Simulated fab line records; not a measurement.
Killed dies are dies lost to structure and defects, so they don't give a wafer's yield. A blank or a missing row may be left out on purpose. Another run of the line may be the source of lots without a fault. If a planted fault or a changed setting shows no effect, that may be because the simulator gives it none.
Which of the tools did it? | flow gf180mcu | 13 lots with 39 wafers sampled at 4 steps, on a route of 602 steps

## WHAT THE GAUGES SHOWED, per wafer
GF_STI_THK_MEAS_30.
lot  | measured    | on            | STI_OXIDATION_02_THK (nm)
L802 | day 2 07:22 | film-metro-02 | 10.02 10.11 10.07
L803 | day 2 11:29 | film-metro-04 | 9.77 9.87 9.90
L804 | day 2 16:39 | film-metro-04 | 9.99 9.94 9.97
L805 | day 2 23:55 | film-metro-02 | 9.77 9.79 9.59
L806 | day 3 03:07 | film-metro-01 | 9.79 9.68 10.02
L807 | day 3 08:46 | film-metro-04 | 10.42 10.40 10.30
L808 | day 3 12:57 | film-metro-02 | 10.00 10.05 10.11
L809 | day 3 18:30 | film-metro-04 | 9.95 9.90 10.17
L810 | day 4 00:56 | film-metro-01 | 9.95 9.98 10.02
L814 | day 4 20:56 | film-metro-01 | 10.19 10.23 10.02
L816 | day 5 06:56 | film-metro-04 | 15.48 15.59 15.58
L818 | day 5 16:55 | film-metro-04 | 15.87 15.57 15.73
L819 | day 5 21:07 | film-metro-04 | 15.56 15.71 15.48

GF_POLY_GATE_THK_MEAS_17.
lot  | measured     | on            | POLY_GATE_OXIDATION_THK (nm)
L802 | day 9 11:59  | film-metro-02 | 4.01 3.98 4.10
L803 | day 9 17:28  | film-metro-02 | 3.95 4.08 4.02
L804 | day 9 22:07  | film-metro-03 | 4.20 4.07 4.16
L805 | day 10 07:25 | film-metro-02 | 3.84 3.90 3.90
L806 | day 10 10:56 | film-metro-03 | 4.04 3.97 4.07
L807 | day 10 15:20 | film-metro-03 | 4.01 4.00 4.01
L808 | day 10 20:33 | film-metro-04 | 4.00 3.84 3.86
L809 | day 11 04:52 | film-metro-04 | 3.95 3.94 4.00
L810 | day 11 15:47 | film-metro-02 | 3.98 3.93 4.15
L814 | day 12 19:21 | film-metro-04 | 4.10 4.10 4.07
L816 | day 13 08:10 | film-metro-02 | 3.86 3.92 3.97
L818 | day 13 21:23 | film-metro-02 | 4.10 4.15 4.13
L819 | day 14 03:33 | film-metro-02 | 3.93 3.96 3.95

GF_CONTACT_CD_MEAS_14: target cd 220 nm.
lot  | measured     | on        | cd-nm (nm)
L802 | day 16 06:58 | cd-sem-01 | 220.8 221.1 220.5
L803 | day 16 17:17 | cd-sem-02 | 219.8 220.1 219.8
L804 | day 16 20:42 | cd-sem-02 | 217.6 217.5 219.7
L805 | day 17 11:29 | cd-sem-02 | 219.5 218.1 218.7
L806 | day 17 18:46 | cd-sem-01 | 222.4 222.4 222.1
L807 | day 17 19:07 | cd-sem-01 | 221.2 220.7 221.3
L808 | day 18 05:22 | cd-sem-02 | 220.7 222.4 221.6
L809 | day 18 13:22 | cd-sem-01 | 219.5 221.0 222.3
L810 | day 19 03:54 | cd-sem-02 | 219.6 219.6 218.1
L814 | day 20 15:04 | cd-sem-02 | 220.1 218.4 219.1
L816 | day 21 03:46 | cd-sem-01 | 219.2 218.6 217.9
L818 | day 21 23:45 | cd-sem-02 | 220.5 217.8 219.4
L819 | day 22 03:18 | cd-sem-02 | 220.9 221.1 219.8

## EACH LOT AND THE TOOL THAT RAN IT (in order: tool; ch and the chambers of the sampled wafers; start)
lot  | GF_STI_OXIDATION_29
L802 | furnace-02 ch 0, day 2 05:58
L803 | furnace-01 ch 0, day 2 10:04
L804 | furnace-01 ch 0, day 2 15:15
L805 | furnace-01 ch 0, day 2 22:31
L806 | furnace-01 ch 0, day 3 01:44
L807 | furnace-02 ch 0, day 3 07:23
L808 | furnace-02 ch 0, day 3 11:32
L809 | furnace-01 ch 0, day 3 17:06
L810 | furnace-02 ch 0, day 3 23:31
L814 | furnace-02 ch 0, day 4 19:31
L816 | furnace-02 ch 0, day 5 05:32
L818 | furnace-02 ch 0, day 5 15:31
L819 | furnace-02 ch 0, day 5 19:42
- GF_STI_OXIDATION_29: stabilise 600 s, purge 300 s, target thk 10 nm.

## WHAT THE TOOLS THEMSELVES READ (means of the sampled wafers that have a number; where no wafer has one, the mark that the record gives instead)
GF_STI_OXIDATION_29.
lot  | tool       | spike-tc-upper-C (C) | zone-power-top-pct (%)
L802 | furnace-02 | 899.7                | 34.3
L803 | furnace-01 | 901.0                | 29.9
L804 | furnace-01 | 900.3                | 30.1
L805 | furnace-01 | 900.5                | 30.1
L806 | furnace-01 | 900.4                | 29.9
L807 | furnace-02 | 901.7                | 34.5
L808 | furnace-02 | 900.8                | 34.1
L809 | furnace-01 | 900.4                | 29.8
L810 | furnace-02 | 900.5                | 34.2
L814 | furnace-02 | 899.6                | 34.6
L816 | furnace-02 | 900.3                | 34.6
L818 | furnace-02 | 899.8                | 34.6
L819 | furnace-02 | 900.8                | 34.4

## THE ANSWER, worked out from the rows above alone
Rule: what is usual is taken from the lots themselves. Put in order of their means at a reading, lots are off if they are a third of the lots or fewer, leave a main group of 4 or more, and stand apart from it by a gap of 3 or more times the standard deviation of the main group's means; of several such gaps the widest counts. A main group is skipped when, at the precision printed for the reading in the tables above, its means are all equal. A lot without any number at a reading at which 4 lots or more have one is off too. The other lots that the step has rows for count as sound. After the gauges, taken in route order, come the tools' own readings; for these a lot's mean is taken, as printed above. The first step at which some lot is off is used, and at that step the reading that is off furthest; a lot without a number counts as furthest.
Off: L816, L818, L819, at GF_STI_THK_MEAS_30 (STI_OXIDATION_02_THK). For the main group the mean is 10.00 nm and the standard deviation 0.17.
A tool fits if, at a process step before that reading, it ran every lot that is off, and no sound lot after the first of them. Those tools and the gauges at GF_STI_THK_MEAS_30 are tried in the same way. 2 tools fit, furnace-02 at GF_STI_OXIDATION_29 and film-metro-04 at GF_STI_THK_MEAS_30, so this cannot tell which one it is.

## WHAT WAS PUT IN BY THE SIMULATOR
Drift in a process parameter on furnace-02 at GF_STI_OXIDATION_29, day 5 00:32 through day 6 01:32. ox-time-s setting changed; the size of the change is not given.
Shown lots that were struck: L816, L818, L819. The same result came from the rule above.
